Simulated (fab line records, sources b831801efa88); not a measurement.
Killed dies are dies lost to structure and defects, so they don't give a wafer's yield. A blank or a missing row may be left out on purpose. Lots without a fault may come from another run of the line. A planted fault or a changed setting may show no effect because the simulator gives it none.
fab line records | flow sky130 | part 1 of 2: steps 1 to 25 of 34
record lots=5 wafers=15 last_day=50
route steps=708 shown VIA1@476 METAL2@483 VIA2@507
lots that met no fault: from a run of the same line without faults
start_h: hours from the record's first day to the start of the lot's first wafer shown | wait_h: hours since the lot's step before | " the same as in the row above | L1.1+2: a row that stands for several wafers | - no value, or no start given | * or withheld: withheld | < > ~ a bound
route shown NAME@n: a module of which the file shows steps, and the number in the route of the first | usual: mean/standard deviation of fault-free wafers | same: alike in all rows | chamber/n: place in a boat | sites: the reading at each site | _std_site: their standard deviation | _edge_site: outer sites' mean less inner sites' | radius_mm: how far each site lies from the wafer's centre | mask NAME#n: copy n | behind: the tool/chamber that last shaped the wafer | hold: why the lot was held/for how many hours/how that ended | device: the transistor (n, p or np) that didn't switch | end of line: the same wafers' tests at the end of the route | a step without rows: its recipe alone | killed: dies lost to structure and defects at the first sort, not the wafer's yield | map: a wafer's dies, x killed, . not, _ none there
set.NAME: the setting as run; set.NAME@STEP: as run at that earlier step | model.NAME: the simulator's own value behind a step, which no gauge read
lots at some steps of the route; a table a step, a row a wafer
services: from which hour (start_h, from the record's first day; less than 0 if before it) a tool's chamber was out of use, for how many hours, and why
## steps
# step SKY_VIA1_CLEAN_18
# recipe chemistry=IPA time_s=180 temp_c=25
# same time_s=180
# columns lot.wafer tool chamber start_h wait_h
L074.1+3+6 wet_bench-04 0 786.37 0.0
L085.1+4+5 wet_bench-03 3 896.09 0.0
L086.2+4+6 wet_bench-03 2 899.74 0.0
L093.2+3+6 wet_bench-03 3 946.50 0.0
L094.1+2+5 wet_bench-04 2 948.85 0.0
# step SKY_VIA1_CLEAN_19
# recipe chemistry=O3/DIW dry=n2_spin
# columns lot.wafer tool chamber start_h wait_h
L074.1+3+6 wet_bench-03 1 786.43 0.0
L085.1+4+5 wet_bench-01 3 896.15 0.0
L086.2+4+6 wet_bench-01 2 899.79 0.0
L093.2+3+6 wet_bench-01 0 946.55 0.0
L094.1+2+5 wet_bench-03 0 948.90 0.0
# step SKY_VIA1_SPUTTER_20
# recipe material=TiN target_thk_nm=20 chamber_pressure_pa=5 power_w=4000 time_s=80
# usual cathode_dc_power_W=4000.2/0.66 chamber_pressure_pa=5.000/0.011 throttle_valve_pct=30.2/0.97
# same time_s=80
# columns lot.wafer tool chamber start_h wait_h cathode_dc_power_W chamber_pressure_pa throttle_valve_pct
L074.1 pvd_sputter-04 - 786.53 0.0 4001.8 5.005 30.6
L074.3 " - " " 3999.3 4.996 28.0
L074.6 " - " " 4000.5 4.990 28.4
L085.1 pvd_sputter-01 - 896.24 0.0 4000.8 5.010 29.1
L085.4 " - " " 4000.8 4.998 30.9
L085.5 " - " " 3999.9 4.998 29.3
L086.2 pvd_sputter-04 - 899.89 0.0 4000.6 5.001 31.1
L086.4 " - " " 4000.1 5.010 30.5
L086.6 " - " " 4000.0 4.992 30.3
L093.2 pvd_sputter-04 - 946.65 0.0 4000.2 5.004 28.2
L093.3 " - " " 4000.1 5.001 30.4
L093.6 " - " " 4000.4 4.998 28.1
L094.1 pvd_sputter-04 - 949.00 0.0 3998.9 4.990 31.5
L094.2 " - " " 4000.4 4.967 30.8
L094.5 " - " " 4000.2 5.007 30.4
# step SKY_VIA1_CVD_21
# recipe material=W target_thk_nm=270 time_s=80.902 temp_c=400 pressure_torr=40
# usual heater_power_w=824/97
# same time_s=80.902
# columns lot.wafer tool chamber start_h wait_h heater_power_w
L074.1 cvd_w-02 1 786.59 0.0 773
L074.3 " 0 " " 855
L074.6 " 0 " " 849
L085.1 cvd_w-02 1 896.30 0.0 810
L085.4 " 0 " " 872
L085.5 " 1 " " 821
L086.2 cvd_w-01 1 899.95 0.0 679
L086.4 " 1 " " 696
L086.6 " 1 " " 693
L093.2 cvd_w-01 0 946.71 0.0 964
L093.3 " 0 " " 949
L093.6 " 0 " " 951
L094.1 cvd_w-02 0 949.07 0.0 791
L094.2 " 1 " " 845
L094.5 " 0 " " 773
# step SKY_VIA1_RS_MEAS_22
# recipe thk_meas_gauge=four-point-probe reads=W_of_VIA1_CVD_21+TiN_of_VIA1_SPUTTER_20
# usual VIA1_W_RS=0.426/0.0034
# columns lot.wafer tool chamber start_h wait_h VIA1_W_RS[ohm/sq]
L074.1 film_metro-04 - 786.68 0.1 0.425
L074.3 " - " " 0.422
L074.6 " - " " 0.426
L085.1 film_metro-03 - 896.39 0.1 0.429
L085.4 " - " " 0.431
L085.5 " - " " 0.427
L086.2 film_metro-04 - 900.06 0.1 0.429
L086.4 " - " " 0.423
L086.6 " - " " 0.427
L093.2 film_metro-03 - 946.82 0.1 0.423
L093.3 " - " " 0.425
L093.6 " - " " 0.423
L094.1 film_metro-01 - 949.16 0.1 0.428
L094.2 " - " " 0.429
L094.5 " - " " 0.423
# step SKY_VIA1_THK_MEAS_23
# recipe thk_meas_gauge=xrf reads=W_of_VIA1_CVD_21
# usual VIA1_W_THK=278.6/3
# columns lot.wafer tool chamber start_h wait_h VIA1_W_THK[nm]
L074.1 film_metro-04 - 786.80 0.1 280.4
L074.3 " - " " 280.4
L074.6 " - " " 277.0
L085.1 film_metro-03 - 896.51 0.1 275.1
L085.4 " - " " 271.9
L085.5 " - " " 275.2
L086.2 film_metro-04 - 900.17 0.1 278.2
L086.4 " - " " 280.4
L086.6 " - " " 277.4
L093.2 film_metro-03 - 946.93 0.1 277.3
L093.3 " - " " 277.7
L093.6 " - " " 277.6
L094.1 film_metro-01 - 949.28 0.1 276.2
L094.2 " - " " 276.6
L094.5 " - " " 279.7
# step SKY_VIA1_CMP_24
# recipe stop_on=SiO2 t_overpolish_s=15 down_force_psi=3.5 platen_rpm=60 target_thk_nm=0 pad_velocity_m_s=0.94248
# usual motor_current_A=11.0/1.1 overpolish_run_s=15.000/0.0089 slurry_flow_ml_min=150.0/0.46 time_to_endpoint_s=65.8/2.4
# same t_overpolish_s=15
# columns lot.wafer tool chamber start_h wait_h motor_current_A overpolish_run_s slurry_flow_ml_min time_to_endpoint_s
L074.1 cmp-02 0 786.86 0.1 8.9 14.981 150.4 63.4
L074.3 " 1 " " 11.0 15.011 150.0 68.0
L074.6 " 0 " " 9.0 14.998 150.2 68.3
L085.1 cmp-02 0 896.58 0.1 9.2 14.987 150.2 62.2
L085.4 " 3 " " 12.9 14.995 149.4 64.4
L085.5 " 0 " " 9.1 14.982 150.0 61.4
L086.4 cmp-02 3 900.22 0.0 12.0 14.996 149.5 64.9
L086.2 " 2 " " 10.7 15.013 149.8 65.7
L086.6 " 0 " " 8.6 14.995 150.1 66.8
L093.3 cmp-01 3 947.08 0.1 11.9 14.984 150.3 63.3
L093.2 " 0 " " 10.3 14.996 150.2 66.3
L093.6 " 2 " " 12.5 15.005 149.2 62.1
L094.1 cmp-01 0 949.39 0.1 9.8 15.003 149.9 68.9
L094.2 " 1 " " 11.2 15.000 150.1 67.7
L094.5 " 0 " " 10.5 14.992 149.6 71.2
# step SKY_METAL2_SPUTTER_00
# recipe material=Ti target_thk_nm=15 power_w=3000 time_s=10 chamber_pressure_pa=0.4
# usual cathode_dc_power_W=3000.0/0.57 chamber_pressure_pa=0.4000/0.00083 throttle_valve_pct=30.4/0.92
# same time_s=10
# columns lot.wafer tool chamber start_h wait_h cathode_dc_power_W chamber_pressure_pa throttle_valve_pct
L074.1 pvd_sputter-02 - 787.16 0.2 2999.5 0.4003 30.9
L074.3 " - " " 2999.3 0.3989 29.9
L074.6 " - " " 2999.9 0.3990 29.9
L085.1 pvd_sputter-02 - 896.88 0.2 3000.7 0.3991 30.8
L085.4 " - " " 3000.8 0.4006 31.5
L085.5 " - " " 2999.8 0.3998 31.2
L086.2 pvd_sputter-02 - 900.52 0.1 3000.2 0.3985 30.7
L086.4 " - " " 3000.5 0.3999 30.5
L086.6 " - " " 3000.5 0.4002 31.6
L093.2 pvd_sputter-01 - 947.28 0.1 2999.5 0.3997 30.0
L093.3 " - " " 3000.3 0.4002 31.0
L093.6 " - " " 2999.7 0.3992 29.3
L094.1 pvd_sputter-01 - 949.64 0.2 2999.1 0.4003 31.2
L094.2 " - " " 3000.4 0.4007 30.0
L094.5 " - " " 2999.3 0.4013 29.2
# step SKY_METAL2_SPUTTER_01
# recipe material=TiN target_thk_nm=20 power_w=6500 time_s=16.7 chamber_pressure_pa=0.4
# usual cathode_dc_power_W=6500.0/1.2 chamber_pressure_pa=0.3999/0.00079 throttle_valve_pct=30.3/0.9
# same time_s=16.7
# columns lot.wafer tool chamber start_h wait_h cathode_dc_power_W chamber_pressure_pa throttle_valve_pct
L074.1 pvd_sputter-02 - 787.18 0.0 6499.8 0.3989 30.9
L074.3 " - " " 6497.5 0.4006 29.7
L074.6 " - " " 6499.5 0.3988 29.6
L085.1 pvd_sputter-02 - 896.90 0.0 6498.8 0.3995 30.8
L085.4 " - " " 6500.1 0.4012 31.2
L085.5 " - " " 6501.2 0.3994 30.9
L086.2 pvd_sputter-02 - 900.54 0.0 6499.0 0.3986 30.6
L086.4 " - " " 6499.9 0.4005 30.7
L086.6 " - " " 6500.6 0.4016 31.4
L093.2 pvd_sputter-01 - 947.30 0.0 6499.6 0.3997 30.1
L093.3 " - " " 6500.1 0.3991 30.9
L093.6 " - " " 6498.4 0.4001 29.3
L094.1 pvd_sputter-01 - 949.66 0.0 6500.4 0.4004 30.9
L094.2 " - " " 6500.1 0.3988 30.0
L094.5 " - " " 6499.8 0.4008 29.4
# step SKY_METAL2_SPUTTER_02
# recipe material=AlCu target_thk_nm=250 power_w=10600 time_s=13.3 chamber_pressure_pa=0.4
# usual cathode_dc_power_W=10600/1.7 chamber_pressure_pa=0.4000/0.00083 throttle_valve_pct=30.4/0.91
# same time_s=13.3
# columns lot.wafer tool chamber start_h wait_h cathode_dc_power_W chamber_pressure_pa throttle_valve_pct
L074.1 pvd_sputter-02 - 787.21 0.0 10601 0.4002 31.0
L074.3 " - " " 10600 0.3997 29.6
L074.6 " - " " 10599 0.3988 29.6
L085.1 pvd_sputter-02 - 896.93 0.0 10599 0.3997 30.8
L085.4 " - " " 10600 0.4003 31.2
L085.5 " - " " 10601 0.3992 31.0
L086.2 pvd_sputter-02 - 900.57 0.0 10602 0.4030 30.8
L086.4 " - " " 10597 0.4014 30.6
L086.6 " - " " 10601 0.3987 31.5
L093.2 pvd_sputter-01 - 947.33 0.0 10599 0.4009 30.1
L093.3 " - " " 10600 0.4003 31.0
L093.6 " - " " 10603 0.3997 29.3
L094.1 pvd_sputter-01 - 949.69 0.0 10599 0.4002 30.8
L094.2 " - " " 10600 0.4012 30.2
L094.5 " - " " 10600 0.4011 29.5
# step SKY_METAL2_SPUTTER_03
# recipe material=Ti target_thk_nm=5 power_w=3000 time_s=3.3 chamber_pressure_pa=0.4
# usual cathode_dc_power_W=3000.0/0.5 chamber_pressure_pa=0.4000/0.00078 throttle_valve_pct=30.4/0.9
# same time_s=3.3
# columns lot.wafer tool chamber start_h wait_h cathode_dc_power_W chamber_pressure_pa throttle_valve_pct
L074.1 pvd_sputter-02 - 787.23 0.0 2999.5 0.3987 30.6
L074.3 " - " " 3000.0 0.3994 29.8
L074.6 " - " " 3000.0 0.4004 29.6
L085.1 pvd_sputter-02 - 896.95 0.0 3000.4 0.4012 30.9
L085.4 " - " " 3000.9 0.3990 31.4
L085.5 " - " " 2999.3 0.4010 30.9
L086.2 pvd_sputter-02 - 900.59 0.0 3000.2 0.3986 31.0
L086.4 " - " " 3000.5 0.3993 30.5
L086.6 " - " " 2999.8 0.4000 31.3
L093.2 pvd_sputter-01 - 947.35 0.0 3000.0 0.3992 30.0
L093.3 " - " " 2999.9 0.4012 31.2
L093.6 " - " " 2999.1 0.3994 29.2
L094.1 pvd_sputter-01 - 949.71 0.0 2999.7 0.3998 31.0
L094.2 " - " " 3000.4 0.3993 30.1
L094.5 " - " " 2999.5 0.4008 29.3
# step SKY_METAL2_SPUTTER_04
# recipe material=TiN target_thk_nm=70 power_w=6500 time_s=58.3 chamber_pressure_pa=0.4
# usual cathode_dc_power_W=6500.0/1.2 chamber_pressure_pa=0.4000/0.00081 throttle_valve_pct=30.3/0.91
# same time_s=58.3
# columns lot.wafer tool chamber start_h wait_h cathode_dc_power_W chamber_pressure_pa throttle_valve_pct
L074.1 pvd_sputter-02 - 787.25 0.0 6500.1 0.4020 31.1
L074.3 " - " " 6500.1 0.4012 29.5
L074.6 " - " " 6500.4 0.4015 29.5
L085.1 pvd_sputter-02 - 896.97 0.0 6500.9 0.4001 30.8
L085.4 " - " " 6499.3 0.3994 31.2
L085.5 " - " " 6500.9 0.3998 30.8
L086.2 pvd_sputter-02 - 900.61 0.0 6500.5 0.4005 30.7
L086.4 " - " " 6500.5 0.3995 30.7
L086.6 " - " " 6498.8 0.4025 31.4
L093.2 pvd_sputter-01 - 947.37 0.0 6500.1 0.4007 30.1
L093.3 " - " " 6500.8 0.3996 31.0
L093.6 " - " " 6499.1 0.3997 29.4
L094.1 pvd_sputter-01 - 949.73 0.0 6499.9 0.3993 31.3
L094.2 " - " " 6500.3 0.4001 30.0
L094.5 " - " " 6499.6 0.3982 29.2
# step SKY_METAL2_RS_MEAS_05
# recipe thk_meas_gauge=four-point-probe reads=TiN_of_METAL2_SPUTTER_04+Ti_of_METAL2_SPUTTER_03+AlCu_of_METAL2_SPUTTER_02+TiN_of_METAL2_SPUTTER_01+Ti_of_METAL2_SPUTTER_00
# usual METAL2_ALCU_RS=0.1270/0.0014
# columns lot.wafer tool chamber start_h wait_h METAL2_ALCU_RS[ohm/sq]
L074.1 film_metro-02 - 787.30 0.0 0.1276
L074.3 " - " " 0.1277
L074.6 " - " " 0.1284
L085.1 film_metro-03 - 897.02 0.0 0.1290
L085.4 " - " " 0.1288
L085.5 " - " " 0.1277
L086.2 film_metro-03 - 900.68 0.0 0.1270
L086.4 " - " " 0.1280
L086.6 " - " " 0.1273
L093.2 film_metro-01 - 947.44 0.0 0.1270
L093.3 " - " " 0.1265
L093.6 " - " " 0.1261
L094.1 film_metro-03 - 949.78 0.0 0.1256
L094.2 " - " " 0.1254
L094.5 " - " " 0.1251
# step SKY_METAL2_THK_MEAS_06
# recipe thk_meas_gauge=xrf reads=AlCu_of_METAL2_SPUTTER_02
# usual METAL2_ALCU_THK=252/3.1
# columns lot.wafer tool chamber start_h wait_h METAL2_ALCU_THK[nm]
L074.1 film_metro-02 - 787.42 0.1 250
L074.3 " - " " 251
L074.6 " - " " 249
L085.1 film_metro-03 - 897.14 0.1 249
L085.4 " - " " 248
L085.5 " - " " 251
L086.2 film_metro-03 - 900.79 0.1 250
L086.4 " - " " 251
L086.6 " - " " 251
L093.2 film_metro-01 - 947.55 0.1 255
L093.3 " - " " 253
L093.6 " - " " 255
L094.1 film_metro-03 - 949.90 0.1 254
L094.2 " - " " 255
L094.5 " - " " 257
# step SKY_METAL2_DEHYDRATE_07
# recipe temp_c=200 time_s=60
# same time_s=60
# columns lot.wafer tool chamber start_h wait_h
L074.1+3+6 litho_track-02 0 799.70 12.3
L085.1+4+5 litho_track-01 0 909.20 12.0
L086.2+4+6 litho_track-02 0 912.43 11.6
L093.2+3+6 litho_track-01 0 959.08 11.5
L094.1+2+5 litho_track-01 0 960.90 11.0
# step SKY_METAL2_HMDS_08
# recipe prime_time_s=60 prime_temp_c=120
# columns lot.wafer tool chamber start_h wait_h
L074.1+3+6 litho_track-02 0 799.85 0.1
L085.1+4+5 litho_track-01 0 909.35 0.1
L086.2+4+6 litho_track-02 0 912.58 0.1
L093.2+3+6 litho_track-01 0 959.23 0.1
L094.1+2+5 litho_track-01 0 961.05 0.1
# step SKY_METAL2_COAT_09
# recipe resist=BARC temp_c=withheld time_s=withheld spin_rpm=3000 resist_thk_nm=60
# columns lot.wafer tool chamber start_h wait_h
L074.1+3+6 litho_track-02 0 800.00 0.1
L085.1+4+5 litho_track-01 0 909.50 0.1
L086.2+4+6 litho_track-02 0 912.73 0.1
L093.2+3+6 litho_track-01 0 959.38 0.1
L094.1+2+5 litho_track-01 0 961.20 0.1
# step SKY_METAL2_COAT_10
# recipe resist=KrF-thick spin_rpm=3000 resist_thk_nm=450
# columns lot.wafer tool chamber start_h wait_h
L074.1+3+6 litho_track-02 0 - -
L085.1+4+5 litho_track-01 0 - -
L086.2+4+6 litho_track-02 0 - -
L093.2+3+6 litho_track-01 0 - -
L094.1+2+5 litho_track-01 0 - -
# step SKY_METAL2_SOFTBAKE_11
# recipe temp_c=100 time_s=90 resist=KrF-thick
# same time_s=90
# columns lot.wafer tool chamber start_h wait_h
L074.1+3+6 litho_track-02 0 - -
L085.1+4+5 litho_track-01 0 - -
L086.2+4+6 litho_track-02 0 - -
L093.2+3+6 litho_track-01 0 - -
L094.1+2+5 litho_track-01 0 - -
# step SKY_METAL2_EXPOSE_12
# recipe mask_id=MM2 na=0.8 source_shape=annular sigma_inner=0.55 sigma_outer=0.85 target_cd_nm=140 dose_mj=28
# usual exposure_dose_mJ_cm2=28.002/0.03
# same sigma_inner=0.55
# columns lot.wafer tool chamber start_h wait_h mask exposure_dose_mJ_cm2
L074.1 krf_scanner-01 0 - - MM2#0 27.997
L074.3 " 0 " " MM2#0 27.995
L074.6 " 0 " " MM2#0 28.007
L085.1 krf_scanner-01 0 - - MM2#0 28.000
L085.4 " 0 " " MM2#0 27.998
L085.5 " 0 " " MM2#0 27.997
L086.2 krf_scanner-02 0 - - MM2#0 28.008
L086.4 " 0 " " MM2#0 27.943
L086.6 " 0 " " MM2#0 27.995
L093.2 krf_scanner-02 0 - - MM2#0 27.954
L093.3 " 0 " " MM2#0 28.004
L093.6 " 0 " " MM2#0 27.956
L094.1 krf_scanner-02 0 - - MM2#0 27.994
L094.2 " 0 " " MM2#0 27.983
L094.5 " 0 " " MM2#0 27.978
# step SKY_METAL2_PEB_13
# recipe peb_temp_c=withheld peb_time_s=withheld resist=KrF-thick
# columns lot.wafer tool chamber start_h wait_h
L074.1+3+6 litho_track-01 0 - -
L085.1+4+5 litho_track-04 0 - -
L086.2+4+6 litho_track-02 0 - -
L093.2+3+6 litho_track-01 0 - -
L094.1+2+5 litho_track-02 0 - -
# step SKY_METAL2_DEVELOP_14
# recipe develop_time_s=60 resist=KrF-thick dev_temp_c=21
# same develop_time_s=60
# columns lot.wafer tool chamber start_h wait_h
L074.1+3+6 litho_track-01 0 - -
L085.1+4+5 litho_track-04 0 - -
L086.2+4+6 litho_track-02 0 - -
L093.2+3+6 litho_track-01 0 - -
L094.1+2+5 litho_track-02 0 - -
# step SKY_METAL2_CD_MEAS_15
# recipe target_cd_nm=140
# usual cd_nm=139.8/1.6
# columns lot.wafer tool chamber start_h wait_h cd_nm
L074.1 cd_sem-02 - 813.80 - 138.9
L074.3 " - " " 139.5
L074.6 " - " " 138.4
L085.1 cd_sem-02 - 922.25 - 140.3
L085.4 " - " " 140.2
L085.5 " - " " 138.8
L086.2 cd_sem-02 - 925.72 - 139.0
L086.4 " - " " 138.0
L086.6 " - " " 139.2
L093.2 cd_sem-02 - 971.32 - 138.3
L093.3 " - " " 138.4
L093.6 " - " " 138.9
L094.1 cd_sem-01 - 973.65 - 140.5
L094.2 " - " " 141.4
L094.5 " - " " 140.8
# step SKY_METAL2_OVL_MEAS_16
# usual METAL2_OVL=0/5.8
# columns lot.wafer tool chamber start_h wait_h METAL2_OVL[nm]
L074.1 overlay-02 - 813.92 0.1 -5
L074.3 " - " " 0
L074.6 " - " " -1
L085.1 overlay-02 - 922.37 0.1 -8
L085.4 " - " " -9
L085.5 " - " " -10
L086.2 overlay-02 - 925.83 0.1 0
L086.4 " - " " -3
L086.6 " - " " -2
L093.2 overlay-02 - 971.43 0.1 -8
L093.3 " - " " -9
L093.6 " - " " -5
L094.1 overlay-01 - 973.77 0.1 11
L094.2 " - " " 5
L094.5 " - " " 11
# step SKY_METAL2_DESCUM_17
# recipe chemistry=O2 source_power_w=150 bias_power_w=0 pressure_mtorr=10 temp_c=40 time_s=8
# usual drypump_motor_current_A=5.72/0.28 he_backside_leak_sccm=3.25/0.13 oes_product_au=1.000/0.0068
# same time_s=8
# columns lot.wafer tool chamber start_h wait_h drypump_motor_current_A he_backside_leak_sccm oes_product_au rf_hours_counter_h
L074.1 rie_metal-02 1 813.96 0.0 5.72 3.33 1.013 8
L074.3 " 1 " " 5.72 3.26 1.007 -
L074.6 " 0 " " 5.36 3.53 1.009 -
L085.1 rie_metal-04 0 922.41 0.0 6.28 3.15 0.998 6
L085.4 " 0 " " 6.28 3.39 1.000 -
L085.5 " 0 " " 6.29 3.19 1.000 -
L086.2 rie_metal-03 1 925.86 0.0 5.73 3.10 1.001 13
L086.4 " 0 " " 5.80 3.35 1.008 -
L086.6 " 0 " " 5.80 3.32 1.013 -
L093.2 rie_metal-03 0 971.46 0.0 5.81 3.18 0.997 7
L093.3 " 0 " " 5.83 3.30 1.005 -
L093.6 " 0 " " 5.79 3.13 1.008 -
L094.1 rie_metal-02 1 973.81 0.0 5.70 3.36 0.999 17
L094.2 " 0 " " 5.36 3.32 0.993 4
L094.5 " 1 " " 5.70 3.41 0.996 -
